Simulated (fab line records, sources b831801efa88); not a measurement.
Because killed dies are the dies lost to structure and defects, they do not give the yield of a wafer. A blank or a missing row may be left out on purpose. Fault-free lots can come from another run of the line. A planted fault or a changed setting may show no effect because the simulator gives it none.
The tool behind it: which one? :: flow sky130 :: 11 lots, 33 wafers sampled, at 5 steps of a route of 708

## WHAT EACH GAUGE READ, for each wafer
SKY_LDD_LDN_TW_MEAS_13.
lot: L905
measured: day 22 18:25
on: film_metro-03
LDD_LDN_TW: 1480 1473 1476

lot: L906
measured: day 23 03:31
on: film_metro-01
LDD_LDN_TW: 1469 1466 1471

lot: L908
measured: day 23 21:00
on: film_metro-04
LDD_LDN_TW: 1472 1470 1478

lot: L910
measured: day 24 20:39
on: film_metro-01
LDD_LDN_TW: 1463 1461 1467

lot: L912
measured: day 25 10:50
on: film_metro-03
LDD_LDN_TW: 1488 1485 1484

lot: L920
measured: day 28 21:00
on: film_metro-01
LDD_LDN_TW: 1473 1474 1466

lot: L923
measured: day 29 12:47
on: film_metro-04
LDD_LDN_TW: 1464 1459 1462

lot: L922
measured: day 29 17:06
on: film_metro-03
LDD_LDN_TW: 1489 1487 1484

lot: L924
measured: day 30 01:26
on: film_metro-01
LDD_LDN_TW: 1475 1467 1472

lot: L927
measured: day 30 16:31
on: film_metro-01
LDD_LDN_TW: 1471 1465 1472

lot: L928
measured: day 30 19:15
on: film_metro-01
LDD_LDN_TW: 1478 1467 1471

SKY_LOCAL_INTERCONNECT_RS_MEAS_01: measures by four-point-probe.
lot: L905
measured: day 29 02:43
on: film_metro-01
LOCAL_INTERCONNECT_TIN_RS (ohm/sq): 14.17 14.20 14.15

lot: L906
measured: day 29 11:38
on: film_metro-01
LOCAL_INTERCONNECT_TIN_RS (ohm/sq): 14.28 14.45 14.47

lot: L908
measured: day 30 02:31
on: film_metro-03
LOCAL_INTERCONNECT_TIN_RS (ohm/sq): 14.20 14.18 14.24

lot: L910
measured: day 31 00:19
on: film_metro-03
LOCAL_INTERCONNECT_TIN_RS (ohm/sq): 14.16 14.24 14.00

lot: L912
measured: day 31 13:11
on: film_metro-02
LOCAL_INTERCONNECT_TIN_RS (ohm/sq): 14.13 14.04 14.16

lot: L920
measured: day 34 18:58
on: film_metro-01
LOCAL_INTERCONNECT_TIN_RS (ohm/sq): 14.42 14.34 14.32

lot: L923
measured: day 35 10:05
on: film_metro-01
LOCAL_INTERCONNECT_TIN_RS (ohm/sq): 13.76 13.64 13.68

lot: L922
measured: day 35 14:09
on: film_metro-01
LOCAL_INTERCONNECT_TIN_RS (ohm/sq): 14.06 14.08 14.08

lot: L924
measured: day 35 21:23
on: film_metro-02
LOCAL_INTERCONNECT_TIN_RS (ohm/sq): 14.22 14.19 14.31

lot: L927
measured: day 36 09:40
on: film_metro-01
LOCAL_INTERCONNECT_TIN_RS (ohm/sq): 13.94 13.86 13.90

lot: L928
measured: day 36 15:04
on: film_metro-01
LOCAL_INTERCONNECT_TIN_RS (ohm/sq): 14.19 14.14 14.24

SKY_CONTACT_CD_MEAS_14: target cd 170 nm.
lot: L905
measured: day 31 11:39
on: cd_sem-02
cd_nm (nm): 168.9 169.2 170.0

lot: L906
measured: day 31 20:23
on: cd_sem-02
cd_nm (nm): 170.7 171.1 171.5

lot: L908
measured: day 32 11:35
on: cd_sem-01
cd_nm (nm): 171.7 171.7 171.9

lot: L910
measured: day 33 08:37
on: cd_sem-01
cd_nm (nm): 168.6 169.9 167.9

lot: L912
measured: day 33 20:01
on: cd_sem-01
cd_nm (nm): 168.9 167.9 168.8

lot: L920
measured: day 37 01:29
on: cd_sem-01
cd_nm (nm): 168.8 171.1 169.8

lot: L923
measured: day 37 14:39
on: cd_sem-01
cd_nm (nm): 167.8 168.6 167.5

lot: L922
measured: day 37 19:12
on: cd_sem-02
cd_nm (nm): 170.4 170.9 169.4

lot: L924
measured: day 38 02:40
on: cd_sem-01
cd_nm (nm): 170.7 170.3 169.6

lot: L927
measured: day 38 15:36
on: cd_sem-02
cd_nm (nm): 169.2 168.9 168.7

lot: L928
measured: day 38 20:57
on: cd_sem-02
cd_nm (nm): 171.1 171.9 171.7

SKY_PASSIVATION_THK_MEAS_03.
lot: L905
measured: day 43 18:46
on: film_metro-02
PASSIVATION_CVD_02_THK (nm): 546 551 558

lot: L906
measured: day 44 03:35
on: film_metro-02
PASSIVATION_CVD_02_THK (nm): 541 543 549

lot: L908
measured: day 44 15:41
on: film_metro-02
PASSIVATION_CVD_02_THK (nm): 533 534 540

lot: L910
measured: day 45 08:31
on: film_metro-02
PASSIVATION_CVD_02_THK (nm): 529 842 535 529 841 535

lot: L912
measured: day 45 19:04
on: film_metro-04
PASSIVATION_CVD_02_THK (nm): 536 844 855 536 845 854

lot: L920
measured: day 48 06:52
on: film_metro-02
PASSIVATION_CVD_02_THK (nm): 542 544 540

lot: L923
measured: day 48 15:49
on: film_metro-02
PASSIVATION_CVD_02_THK (nm): 535 551 544

lot: L922
measured: day 48 18:35
on: film_metro-03
PASSIVATION_CVD_02_THK (nm): 541 539 550

lot: L924
measured: day 48 22:56
on: film_metro-03
PASSIVATION_CVD_02_THK (nm): 529 533 527

lot: L927
measured: day 49 10:17
on: film_metro-02
PASSIVATION_CVD_02_THK (nm): 538 538 543

lot: L928
measured: day 49 12:58
on: film_metro-04
PASSIVATION_CVD_02_THK (nm): 530 536 545

## EACH LOT AND THE TOOL THAT RAN IT (in order: tool; ch and the chambers of the sampled wafers; start)
lot: L905
SKY_PASSIVATION_CVD_02: pecvd-04 ch 1,2, day 43 18:32

lot: L906
SKY_PASSIVATION_CVD_02: pecvd-03 ch 0,2, day 44 03:22

lot: L908
SKY_PASSIVATION_CVD_02: pecvd-04 ch 0,1,2, day 44 15:28

lot: L910
SKY_PASSIVATION_CVD_02: pecvd-04 ch 0,1,2, day 45 08:17

lot: L912
SKY_PASSIVATION_CVD_02: pecvd-04 ch 0,1, day 45 18:49

lot: L920
SKY_PASSIVATION_CVD_02: pecvd-04 ch 0,1,2, day 48 06:43

lot: L923
SKY_PASSIVATION_CVD_02: pecvd-04 ch 0,1,2, day 48 15:35

lot: L922
SKY_PASSIVATION_CVD_02: pecvd-04 ch 0,1,2, day 48 18:22

lot: L924
SKY_PASSIVATION_CVD_02: pecvd-03 ch 0,1, day 48 22:35

lot: L927
SKY_PASSIVATION_CVD_02: pecvd-04 ch 0,1,2, day 49 10:04

lot: L928
SKY_PASSIVATION_CVD_02: pecvd-03 ch 0,1, day 49 12:43
- SKY_PASSIVATION_CVD_02: deposits Si3N4, target thk 540 nm.

## AS READ BY THE TOOLS THEMSELVES (means over the sampled wafers that have a number; for cases with no such wafer, the mark the record gives instead)
SKY_PASSIVATION_CVD_02.
lot: L905
tool: pecvd-04
heater_power_w (W): 649

lot: L906
tool: pecvd-03
heater_power_w (W): 651

lot: L908
tool: pecvd-04
heater_power_w (W): 680

lot: L910
tool: pecvd-04
heater_power_w (W): 720

lot: L912
tool: pecvd-04
heater_power_w (W): 705

lot: L920
tool: pecvd-04
heater_power_w (W): 656

lot: L923
tool: pecvd-04
heater_power_w (W): 729

lot: L922
tool: pecvd-04
heater_power_w (W): 719

lot: L924
tool: pecvd-03
heater_power_w (W): 737

lot: L927
tool: pecvd-04
heater_power_w (W): 728

lot: L928
tool: pecvd-03
heater_power_w (W): 709

## THE ANSWER, worked out from the rows above alone
Rule: the usual values come from the lots themselves. Put in order of their means at a reading, lots are off if they are a third of the lots or fewer, leave a main group of 4 or more, and stand apart from it by a gap of 3 or more times the standard deviation of the main group's means; of several such gaps the widest counts. A main group whose means are all the same, to the digits that the tables above print for the reading, isn't used. A lot without any number at a reading at which 4 lots or more have one is off too. The other lots that the step has rows for count as sound. Order of review: gauges by route order, followed by the tools' own readings, for which a lot's mean as printed above is used. At the first step where some lot is off, the reading lying furthest off is the one used; lots without a number count as furthest.
Off: at SKY_PASSIVATION_THK_MEAS_03 (PASSIVATION_CVD_02_THK), L910, L912. The main group: mean 541 nm, standard deviation 5.9.
If a tool, at a process step before that reading, ran all the lots that are off and no sound lot after the first of them, it fits. The gauges at SKY_PASSIVATION_THK_MEAS_03 are tried like those tools. None of those tried fits.

## WHAT THE SIMULATOR HAD INSERTED
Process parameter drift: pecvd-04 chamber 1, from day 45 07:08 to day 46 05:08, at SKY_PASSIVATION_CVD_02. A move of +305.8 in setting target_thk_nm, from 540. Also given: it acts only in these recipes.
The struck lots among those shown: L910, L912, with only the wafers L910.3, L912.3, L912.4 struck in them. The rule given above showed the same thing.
